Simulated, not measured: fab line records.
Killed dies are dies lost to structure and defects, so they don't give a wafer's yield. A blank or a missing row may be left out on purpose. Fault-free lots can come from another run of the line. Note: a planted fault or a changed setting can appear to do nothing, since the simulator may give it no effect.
Which tool did it? | flow sky130 | 30 wafers from 10 lots sampled at 2 of the route's 708 steps

WHAT EACH GAUGE READ, for each wafer
SKY_SONOS_ONO_THK_MEAS_05.
lot  | measured     | on            | SONOS_ONO_CVD_04_THK (nm)
L691 | day 11 13:48 | film metro-02 | 5.78 5.85 5.75
L693 | day 12 04:54 | film metro-01 | 5.75 5.65 5.74
L694 | day 12 14:36 | film metro-02 | 5.89 5.95 5.89
L695 | day 12 21:35 | film metro-03 | 5.66 5.70 5.60
L700 | day 14 11:54 | film metro-03 | 5.61 5.54 5.58
L706 | day 16 08:29 | film metro-03 | 5.65 5.72 5.77
L710 | day 17 17:29 | film metro-02 | 5.66 5.67 5.64
L711 | day 18 02:29 | film metro-01 | 5.71 5.73 5.73
L712 | day 18 09:29 | film metro-02 | 5.60 5.74 5.63
L713 | day 18 17:38 | film metro-03 | 5.88 5.72 5.84

SKY_LDD_HVP_TW_MEAS_10.
lot  | measured     | on            | LDD_HVP_TW
L691 | day 21 06:45 | film metro-01 | 457 455 458
L693 | day 22 05:59 | film metro-04 | 466 467 467
L694 | day 22 14:21 | film metro-01 | 462 462 458
L695 | day 22 22:36 | film metro-01 | 461 459 459
L700 | day 24 19:37 | film metro-04 | 463 465 462
L706 | day 26 20:11 | film metro-04 | 462 459 464
L710 | day 28 10:25 | film metro-01 | 459 458 459
L711 | day 28 22:16 | film metro-03 | 452 454 453
L712 | day 28 23:38 | film metro-03 | 454 457 451
L713 | day 29 01:05 | film metro-04 | 462 462 464

EACH LOT AND THE TOOL THAT RAN IT (in order: tool; ch and the chambers of the sampled wafers; start)
The record holds no process step before these readings.

AS READ BY THE TOOLS THEMSELVES (means over the sampled wafers that have a number; for cases with no such wafer, the mark the record gives instead)
The record holds no such reading with a usual standard deviation.

THE ANSWER, worked out from the rows above alone
Rule: what is usual is taken from the lots themselves. The widest of any qualifying gaps counts: lots, ordered by their means at a reading, are off when they make up no more than a third of the lots, leave a main group of 4 or more, and stand apart from it by 3 or more times the standard deviation of that group's means. Not used: any main group whose means are identical at the precision the tables above print for the reading. A lot without any number at a reading at which 4 lots or more have one is off too. Where the step has rows for the other lots, those lots are counted as sound. First the gauges in route order, then the tools' own readings, where a lot's mean is used as printed above. At the first step where some lot is off, the reading lying furthest off is the one used; lots without a number count as furthest.
Nothing can be told from this: no lot is off at any reading shown.

WHAT WAS PUT IN BY THE SIMULATOR
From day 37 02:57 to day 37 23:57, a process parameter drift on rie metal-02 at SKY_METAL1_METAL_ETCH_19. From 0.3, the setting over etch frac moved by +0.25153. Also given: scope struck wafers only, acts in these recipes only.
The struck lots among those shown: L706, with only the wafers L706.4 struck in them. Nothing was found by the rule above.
